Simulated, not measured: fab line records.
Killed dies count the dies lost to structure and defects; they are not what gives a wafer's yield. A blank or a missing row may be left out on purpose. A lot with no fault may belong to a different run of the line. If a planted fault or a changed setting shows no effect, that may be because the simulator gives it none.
Which of the tools did it? ; flow sky130 ; 11 lots, 33 wafers sampled, at 3 steps of a route of 708

## WHAT THE GAUGES READ, wafer by wafer
SKY_SD_N_RS_MEAS_16: a four-point-probe measurement.
lot;measured;on;SD_N_RS (ohm/sq)
L738;day 28 03:36;film-metro-04;68.74 68.55 68.68
L739;day 28 10:17;film-metro-01;68.58 68.57 68.59
L740;day 28 19:29;film-metro-01;68.47 68.56 68.55
L741;day 29 10:05;film-metro-04;68.72 68.57 68.66
L743;day 30 05:50;film-metro-01;68.47 68.49 68.59
L744;day 30 08:32;film-metro-04;68.58 68.57 68.75
L752;day 33 02:53;film-metro-04;70.66 70.58 70.69
L753;day 33 12:08;film-metro-01;70.50 70.42 70.47
L756;day 34 08:48;film-metro-04;68.58 68.39 68.45
L757;day 34 10:17;film-metro-01;68.76 68.51 68.35
L758;day 34 21:02;film-metro-01;68.48 68.45 68.75

## WHAT TOOL EACH LOT RAN ON (gives the tool, then ch and the chambers of the sampled wafers, and finally the start)
lot;SKY_SD_N_IMPLANT_09;SKY_SD_N_STRIP_11
L738;implanter-02 ch 0, day 28 02:55;plasma-asher-01 ch 0,1, day 28 03:12
L739;implanter-01 ch 0, day 28 09:37;plasma-asher-04 ch 0,1, day 28 09:53
L740;implanter-04 ch 0, day 28 18:48;plasma-asher-02 ch 0,1, day 28 19:06
L741;implanter-01 ch 0, day 29 09:25;plasma-asher-01 ch 0,1, day 29 09:41
L743;implanter-02 ch 0, day 30 05:10;plasma-asher-01 ch 0,1, day 30 05:26
L744;implanter-04 ch 0, day 30 07:51;plasma-asher-04 ch 0,1, day 30 08:09
L752;implanter-01 ch 0, day 33 02:13;plasma-asher-02 ch 0,1, day 33 02:29
L753;implanter-01 ch 0, day 33 11:23;plasma-asher-02 ch 0,1, day 33 11:41
L756;implanter-02 ch 0, day 34 08:08;plasma-asher-04 ch 0,1, day 34 08:24
L757;implanter-04 ch 0, day 34 09:35;plasma-asher-04 ch 0,1, day 34 09:53
L758;implanter-04 ch 0, day 34 20:21;plasma-asher-04 ch 0,1, day 34 20:39
- SKY_SD_N_IMPLANT_09
- SKY_SD_N_STRIP_11: strips in O2/N2.

## THE ANSWER, worked out from the rows above alone
Rule: what is usual is taken from the lots themselves. The widest of any qualifying gaps counts: lots, ordered by their means at a reading, are off when they make up no more than a third of the lots, leave a main group of 4 or more, and stand apart from it by 3 or more times the standard deviation of that group's means. A main group whose means are all the same, to the digits that the tables above print for the reading, isn't used. A lot without any number at a reading at which 4 lots or more have one is off too. Any other lot the step has rows for is counted as sound.
Off: L752, L753, at SKY_SD_N_RS_MEAS_16 (SD_N_RS). The main group has a mean of 68.57 ohm/sq with a standard deviation of 0.061.
A tool fits if, at a process step before that reading, it ran every lot that is off, and no sound lot after the first of them. Those tools and the gauges at SKY_SD_N_RS_MEAS_16 are tried in the same way. 2 tools fit, implanter-01 at SKY_SD_N_IMPLANT_09 and plasma-asher-02 at SKY_SD_N_STRIP_11, so this cannot tell which one it is.

## WHAT THE SIMULATOR HAD PUT IN
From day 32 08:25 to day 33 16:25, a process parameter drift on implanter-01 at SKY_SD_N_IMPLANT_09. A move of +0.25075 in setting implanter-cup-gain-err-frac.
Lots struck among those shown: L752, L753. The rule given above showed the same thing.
